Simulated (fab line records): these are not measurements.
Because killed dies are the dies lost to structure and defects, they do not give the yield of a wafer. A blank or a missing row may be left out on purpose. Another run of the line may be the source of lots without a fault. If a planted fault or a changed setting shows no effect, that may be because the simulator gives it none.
Comparing a struck lot with a sound one	flow gf180mcu	22 steps out of a route of 602
Sound: wafers L286.1, L286.4, L286.6. Struck: wafers L297.1, L297.3. (L297.6 of the same lot was not struck and is left out.) The cause comes at the end.
Order at every step that has rows: each side's tool, ch and its chambers, its first start. Under that, the readings that differ: sound wafers	struck wafers	difference of the means	sigmas: that difference in standard deviations of wafers without a fault.
alike: words and numbers the same on both sides, and readings whose means are apart by under 2 such deviations; not compared: readings that were withheld, readings missing a value for some wafer, numbers with overlapping values and no deviation given by the record, and bounds like >300 which may hide the same value.
Wherever a step has rows on one side only, a row that says differs or no value, or a row with sigmas, the two part there. Numbers that don't overlap but have no deviation are shown without sigmas and don't part them. Lack of a reading on every wafer of one side parts them only where that side has two or more wafers.

GF_V2_RS_MEAS_24: uses a four-point probe to measure.
  sound on film_metro-03, day 23 18:58; struck on film_metro-03, day 27 17:29
  alike: V2_W_RS
GF_V2_THK_MEAS_25: measures by xrf.
  sound on film_metro-03, day 23 19:05; struck on film_metro-03, day 27 17:36
  alike: V2_W_THK
GF_V2_CMP_26: polishes, stops on SiO2, t overpolish 15 s, target thk 0 nm.
  sound on cmp-01 ch 0,1,2, day 23 19:08; struck on cmp-01 ch 1,2, day 27 17:43
  alike: motor_current_A, overpolish_run_s, slurry_filter_dp_kPa, time_to_endpoint_s
then, 1 step without rows for these wafers: GF_M3_SPUTTER_00 (material Ti, target thk 37.5 nm, time 150 s).
GF_M3_SPUTTER_01: material TiN, target thk 30 nm, time 25 s.
  sound on pvd_sputter-03, day 23 19:32; struck on pvd_sputter-01, day 27 18:04
  alike: throttle_valve_pct
GF_M3_SPUTTER_02: material AlCu, target thk 450 nm, time 23.9 s.
  sound on pvd_sputter-03, day 23 19:34; struck on pvd_sputter-01, day 27 18:05
  alike: throttle_valve_pct
GF_M3_SPUTTER_03: material Ti, target thk 10 nm, time 6.7 s.
  sound on pvd_sputter-03, day 23 19:36; struck on pvd_sputter-01, day 27 18:07
  alike: throttle_valve_pct
GF_M3_SPUTTER_04: material TiN, target thk 50 nm, time 41.7 s.
  sound on pvd_sputter-03, day 23 19:37; struck on pvd_sputter-01, day 27 18:08
  alike: throttle_valve_pct
GF_M3_RS_MEAS_05: uses a four-point probe to measure.
  sound on film_metro-04, day 23 19:40; struck on film_metro-01, day 27 18:11
  alike: M3_ALCU_RS
GF_M3_THK_MEAS_06: measures by xrf.
  sound on film_metro-04, day 23 19:47; struck on film_metro-01, day 27 18:18
  alike: M3_ALCU_THK
then, 2 steps without rows for these wafers: GF_M3_DEHYDRATE_07 (time 60 s); GF_M3_HMDS_08 (prime time 60 s).
GF_M3_COAT_09: resist thk 1000 nm.
  sound on litho_track-01 ch 0, day 24 06:26; struck on litho_track-01 ch 0, day 28 04:08
reading	sound	struck	difference	sigmas
model.KrF_of_M3_COAT_09.thk_nm (nm)	1002 998.4 1002	1032 1034	+32	
then, 4 steps without rows for these wafers: GF_M3_SOFTBAKE_10 (time 60 s); GF_M3_EXPOSE_11 (exposes mask Metal3, target cd 280 nm); GF_M3_PEB_12 (peb time 90 s); GF_M3_DEVELOP_13 (develop time 60 s).
GF_M3_CD_MEAS_14: the cd target is 280 nm.
  sound on cd_sem-01, day 24 17:29; struck on cd_sem-02, day 28 13:38
reading	sound	struck	difference	sigmas
cd_nm (nm)	279.1 279.1 279.1	281.7 282.2	+2.8	+2
GF_M3_OVL_MEAS_15:
  sound on overlay-02, day 24 17:36; struck on overlay-02, day 28 13:45
  alike: M3_OVL
GF_M3_METAL_ETCH_16: etches the open film in Cl2/BCl3, stops on SiO2, target depth 627.5 nm, time 104.6 s.
  sound on rie_metal-01 ch 1, day 24 17:38; struck on rie_metal-02 ch 0,1, day 28 13:47
reading	sound	struck	difference	sigmas
model.KrF_of_M3_COAT_09.thk_nm (nm)	733.4 730.5 733.2	767.8 765.2	+34.1	
  alike: bias_w, chamber_pressure_mTorr, drypump_motor_current_A, oes_product_au, throttle_valve_pct
  not compared: rf_hours_counter_h
GF_M3_STRIP_17: strips in O2/N2.
  sound on plasma_asher-02 ch 0,1, day 24 17:45; struck on plasma_asher-04 ch 0, day 28 13:54
reading	sound	struck	difference	sigmas
oes_product_au (a.u.)	0.556 0.558 0.558	0.571 0.576	+0.016	+4
strip_time_to_endpoint_s (s)	7.86 7.84 7.86	8.19 8.17	+0.33	+8
  alike: chamber_pressure_mTorr, drypump_motor_current_A, heater_power_w
  not compared: rf_hours_counter_h
then, 1 step without rows for these wafers: GF_M3_STRIP_18 (strips in post etch residue remover, time 1200 s).

## WHERE THEY PART
Earliest at GF_M3_CD_MEAS_14; latest, in this record, at GF_M3_STRIP_17.

WHY: what had been put in by the simulator
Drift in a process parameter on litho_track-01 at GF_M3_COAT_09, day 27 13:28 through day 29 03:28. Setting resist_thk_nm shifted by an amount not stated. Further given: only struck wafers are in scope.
